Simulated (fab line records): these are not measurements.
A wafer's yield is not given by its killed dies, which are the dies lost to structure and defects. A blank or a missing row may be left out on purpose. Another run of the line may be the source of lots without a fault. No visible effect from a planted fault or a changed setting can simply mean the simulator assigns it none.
A single fault, viewed from 2 desks    flow sky130    what lay behind the numbers comes last; until then each desk has only its own

== METROLOGY DESK ==
What the gauges read, lot by lot, whatever tool the lot ran on: means of the sampled wafers that have a number. Any lot whose mean is over 4 standard deviations away from the usual mean is out of limits and marked OUT; that distance is given in the brackets.
Columns: A = NWELL_OXIDATION_THK at SKY_NWELL_THK_MEAS_02, usual 9.98 nm
lot   first seen here  A
L291  day 3 08:15      10.07
L292  day 3 08:19      9.88
L293  day 3 12:07      10.09
L294  day 3 12:39      9.82
L295  day 3 18:20      10.16
L296  day 3 21:53      9.83
L297  day 4 06:14      10.16
L300  day 4 17:04      10.44
L301  day 4 22:26      10.03
L302  day 5 04:56      9.87
L310  day 7 06:19      9.99
L311  day 7 15:29      9.88
L312  day 7 22:22      10.08
This desk's verdict: no lot among the 13 shows anything out of limits.

== THE TOOL OWNER'S DESK: lithoTrack-01 ==
The tool's own readings at SKY_FIELD_ISO_DEVELOP_12 (develop time 60 s): means of the sampled wafers that have a number, for each lot that ran on this tool. Any lot whose mean is over 4 standard deviations away from the usual mean is out of limits and marked OUT; that distance is given in the brackets.
Columns: A = developerTempC at SKY_FIELD_ISO_DEVELOP_12, usual 20.98 C
lot   first seen here  A
L296  day 3 13:00      21.00
L302  day 4 20:00      21.00
L310  day 6 13:00      20.28 (-5.9) OUT
L311  day 6 18:00      20.15 (-6.9) OUT
This desk's verdict: out of limits on L310, L311, starting with L310 at day 6 13:00 (developerTempC at SKY_FIELD_ISO_DEVELOP_12). L296, L302 stayed within limits.

== BROUGHT TOGETHER ==
The tool owner's desk could have raised an alarm at day 6 13:00, on L310, L311.
The metrology desk saw nothing out of limits.
The metrology desk holds a record of L310, L311, inside its limits.
SKY_FIELD_ISO_DEVELOP_12 was run on lithoTrack-01 by each of the lots named.

== WHAT THE SIMULATOR PUT IN ==
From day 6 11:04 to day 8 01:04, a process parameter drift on lithoTrack-01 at SKY_FIELD_ISO_DEVELOP_12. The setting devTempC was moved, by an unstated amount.
Shown lots that were struck: L310, L311.
How many hours passed from the start of the fault until each desk's first out-of-limits reading: the tool owner's desk, 2.
